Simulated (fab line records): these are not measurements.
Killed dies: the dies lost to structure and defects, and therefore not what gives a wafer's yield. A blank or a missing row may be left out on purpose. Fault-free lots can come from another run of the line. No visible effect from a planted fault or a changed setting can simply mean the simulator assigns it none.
Which of the tools did it?	flow gf180mcu	6 lots, 18 wafers sampled, at 3 steps of a route of 602

## WHAT THE GAUGES READ, wafer by wafer
GF_TOP_METAL_RS_MEAS_05: measurement is done with a four-point probe.
lot	measured	on	TOP_METAL_ALCU_RS (ohm/sq)
L363	day 27 20:16	film metro-04	0.0331 0.0326 0.0322
L365	day 28 08:01	film metro-02	0.0331 0.0325 0.0325
L373	day 30 17:13	film metro-02	0.0464 0.0321 0.0327
L378	day 32 02:38	film metro-01	0.0334 0.0324 0.0326
L380	day 32 12:56	film metro-04	0.0330 0.0333 0.0334
L383	day 33 05:28	film metro-04	0.0327 0.0327 0.0326

## WHICH TOOL RAN EACH LOT (tool, then ch and the chambers of the sampled wafers, then the start)
lot	GF_TOP_METAL_SPUTTER_02	GF_TOP_METAL_SPUTTER_04
L363	pvd sputter-01, day 27 20:10	pvd sputter-01, day 27 20:14
L365	pvd sputter-01, day 28 07:56	pvd sputter-01, day 28 07:59
L373	pvd sputter-02, day 30 17:07	pvd sputter-02, day 30 17:11
L378	pvd sputter-01, day 32 02:31	pvd sputter-01, day 32 02:35
L380	pvd sputter-04, day 32 12:47	pvd sputter-04, day 32 12:51
L383	pvd sputter-01, day 33 05:22	pvd sputter-01, day 33 05:26
- GF_TOP_METAL_SPUTTER_02: material AlCu, target thk 900 nm, time 47.82 s.
- GF_TOP_METAL_SPUTTER_04: material TiN, target thk 25 nm, time 20.8 s.

## THE ANSWER, worked out from the rows above alone
Rule: the lots themselves supply what counts as usual. The widest of any qualifying gaps counts: lots, ordered by their means at a reading, are off when they make up no more than a third of the lots, leave a main group of 4 or more, and stand apart from it by 3 or more times the standard deviation of that group's means. Not used: any main group whose means are identical at the precision the tables above print for the reading. A lot without any number at a reading at which 4 lots or more have one is off too. Where the step has rows for the other lots, those lots are counted as sound.
Off: at GF_TOP_METAL_RS_MEAS_05 (TOP_METAL_ALCU_RS), L373. Mean 0.0328 ohm/sq and standard deviation 0.00022 in the main group.
If a tool, at a process step before that reading, ran all the lots that are off and no sound lot after the first of them, it fits. Gauges at GF_TOP_METAL_RS_MEAS_05: tried the same way as those tools. 2 tools fit, pvd sputter-02 at GF_TOP_METAL_SPUTTER_02 and GF_TOP_METAL_SPUTTER_04 and film metro-02 at GF_TOP_METAL_RS_MEAS_05, so this cannot tell which one it is.

## WHAT THE SIMULATOR HAD INSERTED
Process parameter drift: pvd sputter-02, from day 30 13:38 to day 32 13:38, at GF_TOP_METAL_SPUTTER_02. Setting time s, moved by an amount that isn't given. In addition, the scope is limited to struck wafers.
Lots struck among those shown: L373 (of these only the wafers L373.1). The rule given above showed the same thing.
